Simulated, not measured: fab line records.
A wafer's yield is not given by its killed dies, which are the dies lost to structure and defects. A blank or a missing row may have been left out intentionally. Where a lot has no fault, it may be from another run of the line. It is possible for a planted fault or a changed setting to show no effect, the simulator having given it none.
Which of the tools did it? || flow gf180mcu || 6 lots, 18 wafers sampled, at 3 steps of a route of 602

WHAT THE GAUGES SHOWED, per wafer
GF_PSD_RS_MEAS_15: measurement is done with a four-point probe.
{"lot": "L638", "measured": "day 14 19:13", "on": "film metro-03", "PSD_RS (ohm/sq)": "108.20 108.49 108.70"}
{"lot": "L641", "measured": "day 15 17:49", "on": "film metro-01", "PSD_RS (ohm/sq)": "108.71 108.38 108.79"}
{"lot": "L643", "measured": "day 16 22:32", "on": "film metro-02", "PSD_RS (ohm/sq)": "108.53 108.33 108.40"}
{"lot": "L651", "measured": "day 20 00:22", "on": "film metro-02", "PSD_RS (ohm/sq)": "114.87 114.41 114.26"}
{"lot": "L655", "measured": "day 21 05:25", "on": "film metro-02", "PSD_RS (ohm/sq)": "108.82 108.80 108.82"}
{"lot": "L658", "measured": "day 22 07:03", "on": "film metro-01", "PSD_RS (ohm/sq)": "108.60 108.27 108.26"}

TOOL THAT RAN EACH LOT (tool first, then ch and the chambers of the sampled wafers, then the start)
{"lot": "L638", "GF_PSD_IMPLANT_09": "implanter-01 ch 0, day 14 18:38", "GF_PSD_STRIP_10": "plasma asher-04 ch 0,1, day 14 18:47"}
{"lot": "L641", "GF_PSD_IMPLANT_09": "implanter-01 ch 0, day 15 17:14", "GF_PSD_STRIP_10": "plasma asher-02 ch 0,1, day 15 17:23"}
{"lot": "L643", "GF_PSD_IMPLANT_09": "implanter-02 ch 0, day 16 21:53", "GF_PSD_STRIP_10": "plasma asher-04 ch 0,1, day 16 22:02"}
{"lot": "L651", "GF_PSD_IMPLANT_09": "implanter-01 ch 0, day 19 23:49", "GF_PSD_STRIP_10": "plasma asher-01 ch 0,1, day 19 23:57"}
{"lot": "L655", "GF_PSD_IMPLANT_09": "implanter-03 ch 0, day 21 04:52", "GF_PSD_STRIP_10": "plasma asher-02 ch 0,1, day 21 05:00"}
{"lot": "L658", "GF_PSD_IMPLANT_09": "implanter-02 ch 0, day 22 06:30", "GF_PSD_STRIP_10": "plasma asher-04 ch 0,1, day 22 06:38"}
- GF_PSD_IMPLANT_09
- GF_PSD_STRIP_10: strips in O2/N2.

THE ANSWER, worked out from the rows above alone
Rule: usual is defined by the lots themselves. The widest of any qualifying gaps counts: lots, ordered by their means at a reading, are off when they make up no more than a third of the lots, leave a main group of 4 or more, and stand apart from it by 3 or more times the standard deviation of that group's means. Not used: any main group whose means are identical at the precision the tables above print for the reading. Also off: a lot with no number at a reading for which 4 or more lots have one. All remaining lots with rows at the step are treated as sound.
Off: at GF_PSD_RS_MEAS_15 (PSD_RS), L651. The main group has a mean of 108.54 ohm/sq with a standard deviation of 0.16.
A tool fits if, at a process step before that reading, it ran every lot that is off, and no sound lot after the first of them. Those tools and the gauges at GF_PSD_RS_MEAS_15 are tried in the same way. Can't be told from this: 2 tools fit, implanter-01 at GF_PSD_IMPLANT_09, plasma asher-01 at GF_PSD_STRIP_10.

WHAT WAS PUT IN BY THE SIMULATOR
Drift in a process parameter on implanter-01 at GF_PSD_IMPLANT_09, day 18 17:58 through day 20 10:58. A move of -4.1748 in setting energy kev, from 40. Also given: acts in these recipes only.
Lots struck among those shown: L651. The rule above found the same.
